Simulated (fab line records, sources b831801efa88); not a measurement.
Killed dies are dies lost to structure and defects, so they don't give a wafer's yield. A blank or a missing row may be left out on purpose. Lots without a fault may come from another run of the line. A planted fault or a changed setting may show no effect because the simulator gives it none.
Chamber matching | flow gf180mcu | GF_CONTACT_CMP_27 on cmp-01: 4 sister chambers
The step polishes, stops on SiO2, t overpolish 15 s, target thk 0 nm. 4 wafers are shown with their chamber, then 8 later ones without.

WAFERS WITH THEIR CHAMBER
wafer  | chamber | motor_current_A (A)
L916.2 | 1       | 13.8
L921.2 | 0       | 11.5
L921.5 | 2       | 9.5
L927.1 | 3       | 12.3

WAFERS WITHOUT THEIR CHAMBER
wafer  | motor_current_A (A)
L927.3 | 10.9
L927.5 | 13.5
L928.3 | 13.3
L928.4 | 12.4
L928.5 | 9.9
L933.6 | 9.3
L936.4 | 9.3
L936.6 | 14.8

WHICH CHAMBER EACH WENT THROUGH
wafer  | from the rows above          | in truth
L927.3 | can't be placed: 0 or 2 or 3 | 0
L927.5 | can't be placed: 1 or 3      | 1
L928.3 | can't be placed: 1 or 3      | 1
L928.4 | can't be placed: 3 or 0      | 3
L928.5 | 2                            | 2
L933.6 | 2                            | 2
L936.4 | 2                            | 2
L936.6 | 1                            | 1
Placed correctly: 4 of 8. Can't be placed from these rows: 4 (the true chamber is among the candidates in 4). Placed wrongly: 0.
How it was worked out, from the rows above alone: a wafer's distance from a chamber is the root of the sum, over the readings, of the square of ((its reading less the chamber's mean) divided by the reading's scatter). The wafer belongs to the nearest chamber; if the next one is less than 2 further off, it can't be placed. A chamber's mean is the mean of its shown wafers. The scatter: with one shown wafer a chamber, the root of the mean of the squares of how far each hidden wafer lies from its nearest shown one.
